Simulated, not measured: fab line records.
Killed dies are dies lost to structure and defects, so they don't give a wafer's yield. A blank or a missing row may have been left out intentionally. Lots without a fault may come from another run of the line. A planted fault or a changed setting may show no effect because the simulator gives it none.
fab line records | flow sky130
[record] lots = 5 wafers = 15 lastDay = 50
route steps=708 shown GATE_OXIDE@192 POLY_GATE@204 RES_PROTECT@206 PAD_OPEN@708
lots with no fault: from the same line, run without faults
startH: hours from the record's opening day to when the first of the lot's shown wafers began | waitH: hours from the lot's prior step to this one | " the same as in the row above | L1.1+2: a row that stands for several wafers | - value missing, or start not given | * or withheld: withheld | < > ~ a bound
route shown NAME@n: names a module that has steps shown in the file, with the first one's number in the route | usual: mean and standard deviation over wafers with no fault | same: alike in all rows | chamber/n: place in a boat | sites: per-site readings | _std_site: standard deviation of those values | _edge_site: outer sites' mean less inner sites' | radiusMm: how far each site lies from the wafer's centre | mask NAME#n: copy n | behind: the tool/chamber that last shaped the wafer | hold: what put the lot on hold/how long, in hours/how the hold closed | device: whichever transistor did not switch (one of n, p or np) | end of line: the tests these same wafers got at the end of their route | a step with no rows: only its recipe | killed: count of dies lost to structure and defects at first sort (not the wafer's yield) | map: dies across one wafer; x = killed, . = not, _ = none there
set.NAME: the setting as run; set.NAME@STEP: as run at that earlier step | model.NAME: the simulator's own value behind a step, which no gauge read
lots at selected steps of the route; one table per step, one row per wafer
services: the hour from which a tool's chamber was out of use, counted from the record's first day as startH (under 0 if before that day), plus the number of hours and why
[[steps]]
[step SKY_GATE_OXIDE_COAT_05]
[recipe] resist = NOVOLAK spinRpm = 3000 resistThkNm = 1140
[step SKY_GATE_OXIDE_SOFTBAKE_06]
[recipe] tempC = 90 timeS = 60 resist = NOVOLAK
[step SKY_GATE_OXIDE_EXPOSE_07]
[recipe] maskId = LVOM na = 0.6 sourceShape = conventional sigmaOuter = 0.6 polarization = unpolarized targetCdNm = 600 doseMj = 170
[step SKY_GATE_OXIDE_PEB_08]
[recipe] tempC = withheld timeS = * resist = NOVOLAK
[step SKY_GATE_OXIDE_DEVELOP_09]
[recipe] resist = NOVOLAK developer = TMAH developTimeS = 60 devTempC = 23
[step SKY_GATE_OXIDE_IMPLANT_11]
[recipe] species = B energyKev = 10 doseCm2 = 2.6e+12 tiltDeg = withheld
[step SKY_GATE_OXIDE_WET_ETCH_12]
[recipe] chemistry = dHF targetDepthNm = 16.8 dry = n2Spin target = SiO2 dilution = 100:1 tempC = 25 timeS = 336
[step SKY_GATE_OXIDE_STRIP_13]
[recipe] chemistry = O2/N2 powerW = 1400 pressureMtorr = 1500 platenTempC = withheld o2FlowSccm = 3000 n2FlowSccm = 300 overashFraction = 0.5
[step SKY_GATE_OXIDE_CLEAN_15]
[recipe] chemistry = SC1/SC2 mix = 1:4:20 tempC = 70 timeS = 150 dry = n2Spin
[step SKY_GATE_OXIDE_OXIDATION_16]
[recipe] tempC = 800 ambient = O2 idleTempC = 700 rampUpCPerMin = 10 rampDownCPerMin = 3 stabiliseS = 600 purgeS = 300 targetThkA = 35.7 oxTimeS = 1915
[step SKY_POLY_GATE_CVD_00]
[recipe] material = poly-Si targetThkNm = 180 tempC = 620 timeS = 720 pressureMtorr = 200
[usual] pressureMtorr = 200.0/0.37 zonePowerLowerPct = 9.4/0.35
// columns lot.wafer tool chamber startH waitH pressureMtorr zonePowerLowerPct model.poly-Si_of_POLY_GATE_CVD_00.thkNm
L314.2 lpcvd-01 0 336.43 0.0 200.6 9.8 178.9
L314.3 " 0 " " 200.5 9.8 178.3
L314.6 " 0 " " 200.3 10.0 179
L319.3 lpcvd-01 0 374.83 0.0 199.9 9.7 181.7
L319.4 " 0 " " 199.5 9.8 181.9
L319.5 " 0 " " 200.1 10.0 180.9
L329.1 lpcvd-01 1 457.75 0.0 100.2 9.0 127
L329.2 " 1 " " 99.6 9.0 127.2
L329.4 " 1 " " 99.9 9.0 127.4
L330.1 lpcvd-01 0 466.30 0.0 100.4 9.7 126.7
L330.4 " 0 " " 100.2 9.6 127.1
L330.5 " 0 " " 100.0 9.7 126.2
L331.4 lpcvd-01 0 470.85 0.0 99.3 9.9 129.8
L331.5 " 0 " " 99.6 9.8 132.1
L331.6 " 0 " " 99.8 9.9 132.9
[step SKY_POLY_GATE_THK_MEAS_01]
[recipe] reads = poly-Si_of_POLY_GATE_CVD_00
[usual] POLY_GATE_CVD_00_THK = 180.9/1.9
// columns lot.wafer tool chamber startH waitH POLY_GATE_CVD_00_THK[nm]
L314.2 filmMetro-03 - 337.64 0.0 178.9
L314.3 " - " " 178.4
L314.6 " - " " 179.2
L319.3 filmMetro-04 - 376.05 0.0 181.6
L319.4 " - " " 182.1
L319.5 " - " " 181.0
L329.1 filmMetro-02 - 458.95 0.0 126.9
L329.2 " - " " 127.1
L329.4 " - " " 127.5
L330.1 filmMetro-04 - 467.50 0.0 126.6
L330.4 " - " " 127.1
L330.5 " - " " 126.1
L331.4 filmMetro-02 - 472.68 0.0 129.7
L331.5 " - " " 132.1
L331.6 " - " " 133.0
[step SKY_RES_PROTECT_DEHYDRATE_00]
[recipe] tempC = 200 timeS = 60
[step SKY_RES_PROTECT_HMDS_01]
[recipe] primeTimeS = 60 primeTempC = 120
[step SKY_RES_PROTECT_COAT_02]
[recipe] resist = NOVOLAK spinRpm = 3000 resistThkNm = 1140
[step SKY_RES_PROTECT_SOFTBAKE_03]
[recipe] tempC = 90 timeS = 60 resist = NOVOLAK
[step SKY_RES_PROTECT_EXPOSE_04]
[recipe] maskId = RPM na = 0.6 sourceShape = conventional sigmaOuter = 0.6 polarization = unpolarized targetCdNm = 1270 doseMj = 131
[step SKY_RES_PROTECT_PEB_05]
[recipe] tempC = withheld timeS = * resist = NOVOLAK
[step SKY_RES_PROTECT_DEVELOP_06]
[recipe] resist = NOVOLAK developer = TMAH developTimeS = 60 devTempC = 23
[step SKY_POLY_GATE_IMPLANT_02]
[recipe] species = P energyKev = 30 doseCm2 = 7.7e+15 tiltDeg = 0
[step SKY_RES_PROTECT_STRIP_07]
[recipe] chemistry = O2/N2 powerW = 1400 pressureMtorr = 1500 platenTempC = withheld o2FlowSccm = 3000 n2FlowSccm = 300 overashFraction = 0.5
[step SKY_RES_PROTECT_CLEAN_09]
[recipe] chemistry = SC1/SC2 mix = 1:4:20 tempC = 70 timeS = 150 dry = n2Spin
// columns lot.wafer tool chamber startH waitH model.poly-Si_of_POLY_GATE_CVD_00.thkNm
L314.2 wetBench-03 3 364.35 0.0 178.2
L314.3 " 3 " " 177.7
L314.6 " 3 " " 178.3
L319.3 wetBench-03 1 405.28 0.0 181
L319.4 " 1 " " 181.3
L319.5 " 1 " " 180.3
L329.1 wetBench-03 0 489.52 0.1 126.3
L329.2 " 0 " " 126.6
L329.4 " 0 " " 126.8
L330.1 wetBench-02 1 498.43 0.1 126
L330.4 " 1 " " 126.4
L330.5 " 1 " " 125.5
L331.4 wetBench-02 0 501.87 0.0 129.1
L331.5 " 0 " " 131.5
L331.6 " 0 " " 132.3
[step SKY_POLY_GATE_CVD_03]
[recipe] material = Si3N4 precursor = DCS/NH3 targetThkNm = 75 tempC = 770 timeS = 1290 pressureMtorr = 250
[step SKY_POLY_GATE_DEHYDRATE_05]
[recipe] tempC = 200 timeS = 60
[step SKY_POLY_GATE_HMDS_06]
[recipe] primeTimeS = 60 primeTempC = 120
[step SKY_POLY_GATE_COAT_07]
[recipe] resist = BARC tempC = withheld timeS = withheld spinRpm = 3000 resistThkNm = 110
[step SKY_POLY_GATE_COAT_08]
[recipe] resist = KrF-thick spinRpm = 3000 resistThkNm = 450
[step SKY_POLY_GATE_SOFTBAKE_09]
[recipe] tempC = 100 timeS = 90 resist = KrF-thick
[step SKY_POLY_GATE_EXPOSE_10]
[recipe] maskId = P1M na = 0.68 sourceShape = conventional sigmaOuter = 0.6 targetCdNm = 150 doseMj = 28
[step SKY_POLY_GATE_PEB_11]
[recipe] pebTempC = withheld pebTimeS = withheld resist = KrF-thick
[step SKY_POLY_GATE_DEVELOP_12]
[recipe] developTimeS = 60 resist = KrF-thick devTempC = 21
[step SKY_POLY_GATE_ETCH_15]
[recipe] chemistry = N2/H2 target = BARC ionEnergyEv = 200 sourceW = 500 biasW = 100 pressureMtorr = 30 n2FlowSccm = 100 h2FlowSccm = 200 stopOn = SiO2 timeS = 118.5 targetDepthA = 1100
[step SKY_POLY_GATE_ETCH_16]
[recipe] stopOn = poly-Si chemistry = CH3F/O2 target = Si3N4 sourceW = 400 biasW = 80 pressureMtorr = 25 ch3fFlowSccm = 40 O2_flow_sccm = 30 timeS = 147.5 targetDepthA = 750
[step SKY_POLY_GATE_ETCH_17]
[recipe] targetDepthNm = 180 stopOn = SiO2 overEtchFrac = 0.56667 chemistry = HBr/Cl2 target = poly-Si icpW = 400 biasW = 100 pressureMtorr = 10 HBr_flow_sccm = 150 Cl2_flow_sccm = 50 timeS = 70.5
[usual] drypumpMotorCurrentA = 5.9/0.54 oesProductAu = 0.990/0.0074 throttleValvePct = 33.685/0.0091
// columns lot.wafer tool chamber startH waitH drypumpMotorCurrentA oesProductAu rfHoursCounterH throttleValvePct model.etch.depthNm model.POLY_GATE.featureDepthNm
L314.2 rieSi-01 1 396.16 0.0 5.0 0.987 5 33.678 178.2 178.2
L314.3 " 2 " " 6.3 0.977 3 33.682 177.7 177.7
L314.6 " 1 " " 5.0 0.982 - 33.687 178.3 178.3
L319.3 rieSi-02 3 436.41 0.0 6.8 0.986 63 33.693 179.4 179.4
L319.4 " 1 " " 6.4 0.991 - 33.679 180.3 180.3
L319.5 " 0 " " 5.3 0.985 - 33.690 180.3 180.3
L329.1 rieSi-02 0 521.28 0.0 5.2 0.779 43 33.681 126.3 126.3
L329.2 " 2 " " 5.8 0.783 0 33.691 126.6 126.6
L329.4 " 1 " " 6.4 0.781 4 33.667 126.8 126.8
L330.1 rieSi-01 0 532.30 0.0 5.5 0.777 1 33.686 126 126
L330.4 " 3 " " 6.0 0.776 2 33.688 126.4 126.4
L330.5 " 0 " " 5.6 0.777 - 33.686 125.5 125.5
L331.4 rieSi-02 1 535.58 0.0 6.3 0.794 4 33.677 129.1 129.1
L331.5 " 3 " " 6.8 0.809 - 33.684 131.5 131.5
L331.6 " 0 " " 5.3 0.811 - 33.676 132.3 132.3
[step SKY_POLY_GATE_STRIP_18]
[recipe] chemistry = O2/N2 powerW = 1400 pressureMtorr = 1500 platenTempC = withheld o2FlowSccm = 3000 n2FlowSccm = 300 overashFraction = 0.5
[step SKY_PAD_OPEN_PROBE_99]
[usual] killed_at_M0_to_M3 = 43/6.6 killed_at_M4_up = 3.1/1.9 killedAtContacts = 24/5.2 killedAtFrontEnd = 16/4.5 killedAtOther = 0.4/0.62 killedDies = 87/9 killedOpen = 48/7 killedShort = 39/6.2
[same] grossDies = 492 killedAtBackSide = 0
// columns lot.wafer tool chamber startH waitH killed_at_M0_to_M3 killed_at_M4_up killedAtContacts killedAtFrontEnd killedAtOther killedDies killedOpen killedShort model.etest.resXhighPo.lineOhmUm model.etest.resHighPo.lineOhmUm model.etest.resXhighPo.rsOhmSq model.etest.resPoly.lineOhmUm model.etest.tipSonos.rsOhmSq model.etest.resHighPo.rsOhmSq model.etest.liconHighPo.rcOhm model.etest.resPwdeUnderGate.rsOhmSq
L314.2 prober-02 - 1103.24 0.1 39 3 17 18 0 77 44 33 5816 752.7 2031 524.8 2689 262.1 332.4 6076
L314.3 prober-02 - 1103.29 0.2 40 1 25 14 0 80 43 37 5543 735.6 1936 508.9 2668 257.8 349 6075
L314.6 prober-02 - 1103.44 0.2 34 7 23 13 1 78 35 42 5763 743.4 1996 542.6 2715 259.8 336.9 6111
L319.3 prober-01 - 1129.44 0.2 49 3 32 14 0 98 58 40 6161 780 2173 528.9 2681 272.1 374.2 6172
L319.4 prober-01 - 1129.49 0.2 42 1 36 10 0 89 51 38 6152 760.1 2094 541.5 2696 263.5 360.2 6158
L319.5 prober-01 - 1129.54 0.2 47 2 22 21 1 93 50 43 5952 771.7 2109 527.3 2631 267.4 365.3 6214
L329.1 prober-02 - 1183.17 0.1 34 4 18 18 0 74 45 29 5128 934.2 1805 692.8 2528 329.4 320.6 6172
L329.2 prober-02 - 1183.22 0.1 38 5 29 13 1 86 51 34 5164 946 1825 677.6 2556 333.6 310.6 6166
L329.4 prober-02 - 1183.32 0.2 44 1 23 18 0 86 54 32 5272 972.6 1853 694.5 2559 335.1 345.2 6186
L330.1 prober-01 - 1196.56 0.1 39 0 19 17 0 75 47 27 5102 946.8 1788 688.1 2503 328.2 302.6 6174
L330.4 prober-01 - 1196.71 0.2 41 3 27 19 0 90 51 39 5257 950.1 1829 674.6 2549 334.3 324.2 6099
L330.5 prober-01 - 1196.76 0.2 42 2 35 10 0 89 49 40 5243 953.6 1841 671.3 2510 338.7 330.5 6129
L331.4 prober-02 - 1198.21 0.2 34 1 30 17 0 82 44 38 5271 940.2 1818 681.5 2535 326.9 321.8 6062
L331.5 prober-02 - 1198.26 0.2 37 1 21 18 0 77 45 32 5277 914.3 1832 667.3 2540 322 312.3 6042
L331.6 prober-02 - 1198.31 0.2 35 3 33 10 1 82 42 40 5207 911.3 1840 653.2 2590 317.6 311.2 6090
// killed by level:class
L314.2 LI_CONTACT:geometricParticle:open=7 VIA1:geometricParticle:open=6 POLY_GATE:geometricParticle:open=6 VIA2:geometricParticle:open=6 METAL2:geometricParticle:short=5 CONTACT:geometricParticle:open=4 FIELD_ISO:geometricParticle:open=4 VIA1:geometricParticle:short=4
L314.3 METAL1:geometricParticle:short=12 CONTACT:geometricParticle:open=11 VIA1:geometricParticle:open=10 LOCAL_INTERCONNECT:geometricParticle:short=6 VIA2:geometricParticle:open=6 VIA1:geometricParticle:short=5 POLY_GATE:geometricParticle:open=4 CONTACT:geometricParticle:short=4
L314.6 CONTACT:geometricParticle:open=9 CONTACT:geometricParticle:short=7 POLY_GATE:geometricParticle:short=6 METAL4:geometricParticle:short=5 METAL1:geometricParticle:short=5 VIA1:geometricParticle:open=5 VIA2:geometricParticle:open=5 VIA3:geometricParticle:open=5
L319.3 CONTACT:geometricParticle:open=14 VIA1:geometricParticle:open=9 LI_CONTACT:geometricParticle:open=8 VIA2:geometricParticle:open=8 VIA1:geometricParticle:short=7 FIELD_ISO:geometricParticle:short=5 VIA3:geometricParticle:open=5 LOCAL_INTERCONNECT:geometricParticle:short=5
L319.4 LI_CONTACT:geometricParticle:open=12 CONTACT:geometricParticle:open=8 VIA1:geometricParticle:open=8 LOCAL_INTERCONNECT:geometricParticle:open=6 CONTACT:geometricParticle:short=6 VIA2:geometricParticle:short=6 METAL1:geometricParticle:short=5 VIA1:geometricParticle:short=5
L319.5 VIA1:geometricParticle:open=11 VIA2:geometricParticle:open=10 LI_CONTACT:geometricParticle:open=7 CONTACT:geometricParticle:open=6 VIA1:geometricParticle:short=6 FIELD_ISO:geometricParticle:short=5 POLY_GATE:geometricParticle:open=4 CONTACT:geometricParticle:short=4
L329.1 METAL1:geometricParticle:short=8 VIA2:geometricParticle:open=7 POLY_GATE:geometricParticle:open=7 LI_CONTACT:geometricParticle:open=7 CONTACT:geometricParticle:open=6 VIA1:geometricParticle:short=5 FIELD_ISO:geometricParticle:open=5 SPACER:geometricParticle:open=3
L329.2 VIA1:geometricParticle:open=12 LI_CONTACT:geometricParticle:open=10 CONTACT:geometricParticle:open=7 VIA2:geometricParticle:open=6 CONTACT:geometricParticle:short=5 METAL2:geometricParticle:short=5 FIELD_ISO:geometricParticle:open=4 POLY_GATE:geometricParticle:open=4
L329.4 VIA2:geometricParticle:open=10 CONTACT:geometricParticle:open=8 POLY_GATE:geometricParticle:open=7 LI_CONTACT:geometricParticle:open=7 VIA1:geometricParticle:open=6 VIA3:geometricParticle:open=6 FIELD_ISO:geometricParticle:short=5 METAL1:geometricParticle:short=4
L330.1 VIA1:geometricParticle:open=14 CONTACT:geometricParticle:open=9 VIA3:geometricParticle:open=6 POLY_GATE:geometricParticle:open=5 LI_CONTACT:geometricParticle:open=5 METAL1:geometricParticle:short=5 SPACER:geometricParticle:short=3 VIA2:geometricParticle:open=3
L330.4 VIA1:geometricParticle:open=12 CONTACT:geometricParticle:open=10 VIA1:geometricParticle:short=8 FIELD_ISO:geometricParticle:open=7 VIA3:geometricParticle:open=7 FIELD_ISO:geometricParticle:short=6 LI_CONTACT:geometricParticle:open=6 LOCAL_INTERCONNECT:geometricParticle:short=5
L330.5 VIA1:geometricParticle:open=15 CONTACT:geometricParticle:open=12 LOCAL_INTERCONNECT:geometricParticle:short=9 METAL1:geometricParticle:short=8 LI_CONTACT:geometricParticle:open=6 VIA3:geometricParticle:open=5 CONTACT:geometricParticle:short=4 VIA2:geometricParticle:open=4
L331.4 CONTACT:geometricParticle:open=14 VIA1:geometricParticle:open=7 LI_CONTACT:geometricParticle:open=6 METAL1:geometricParticle:short=6 VIA1:geometricParticle:short=6 FIELD_ISO:geometricParticle:short=5 VIA2:geometricParticle:open=5 CONTACT:geometricParticle:short=5
L331.5 VIA1:geometricParticle:open=12 LI_CONTACT:geometricParticle:open=8 VIA3:geometricParticle:open=5 POLY_GATE:geometricParticle:short=4 POLY_GATE:geometricParticle:open=4 SPACER:geometricParticle:open=4 LI_CONTACT:geometricParticle:short=4 CONTACT:geometricParticle:open=4
L331.6 LI_CONTACT:geometricParticle:open=10 CONTACT:geometricParticle:open=9 VIA2:geometricParticle:open=6 VIA1:geometricParticle:short=6 LOCAL_INTERCONNECT:geometricParticle:short=5 CONTACT:geometricParticle:short=5 VIA2:geometricParticle:short=5 VIA3:geometricParticle:short=5
[[services]]
// columns tool chamber startH hours kind
rieSi-01 3 318.89 4.2 repair
wetBench-02 - 322.76 3.0 repair
rieSi-02 3 341.99 3.8 repair
wetBench-03 - 344.77 4.1 repair
rieSi-01 - 353.89 0.5 repair
rieSi-01 3 359.39 3.1 repair
wetBench-02 - 379.01 3.3 repair
rieSi-01 0 392.18 3.6 repair
wetBench-02 - 395.66 1.9 pm
rieSi-01 0 396.13 - clean
rieSi-01 0 396.13 14.3 scheduledDown
rieSi-01 0 396.13 14.3 ventCycle
rieSi-01 1 396.57 34.6 repair
rieSi-02 2 407.18 - clean
rieSi-02 2 407.18 30.9 scheduledDown
rieSi-02 2 407.18 30.9 ventCycle
rieSi-01 0 420.20 12.4 repair
wetBench-03 - 451.88 2.5 repair
rieSi-02 3 465.11 - clean
rieSi-02 3 465.11 18.9 scheduledDown
rieSi-02 3 465.11 18.9 ventCycle
lpcvd-01 - 477.42 28.1 pm
rieSi-01 - 512.50 1.0 repair
rieSi-01 2 520.69 1.0 repair
[[key]]
[firstSign] step = SKY_POLY_GATE_CVD_00 reading = pressureMtorr direction = down sigmas = 99+ usual = 200.0 struck = 99.9
[effect] step = SKY_POLY_GATE_THK_MEAS_01 reading = POLY_GATE_CVD_00_THK direction = down sigmas = 28 usual = 180.9 struck = 128.5
[effect] step = SKY_POLY_GATE_ETCH_17 reading = oesProductAu direction = down sigmas = 27 usual = 0.990 struck = 0.788
[modelEffect] step = SKY_POLY_GATE_CVD_00 value = poly-Si_of_POLY_GATE_CVD_00.thkNm without = 181.2 struck = 128.5
[modelEffect] step = SKY_RES_PROTECT_CLEAN_09 value = poly-Si_of_POLY_GATE_CVD_00.thkNm without = 180.6 struck = 127.8
[modelEffect] step = SKY_POLY_GATE_ETCH_17 value = etch.depthNm without = 178.9 struck = 127.8
[modelEffect] step = SKY_PAD_OPEN_PROBE_99 value = etest.resXhighPo.lineOhmUm without = 5720 struck = 5213
metAt SKY_POLY_GATE_CVD_00
struckWafers L329.1,L329.2,L329.4,L330.1,L330.4,L330.5,L331.4,L331.5,L331.6
testerLeftOut L329,L330,L331
onsetBetween 374.83 457.75
[fault] kind = processParameterDrift tool = lpcvd-01 chamber = - onsetH = 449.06 steps = SKY_POLY_GATE_CVD_00 channel = pressureMtorr offset = -100 shape = step endH = 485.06 stated = 200
// testerLeftOut: of these lots the tester's yield and bins aren't shown, on N5 and GAA mostly nor the transistor test; their killed dies are dies lost to structure and defects alone, not to doping, threshold or leakage, so they don't give the yield
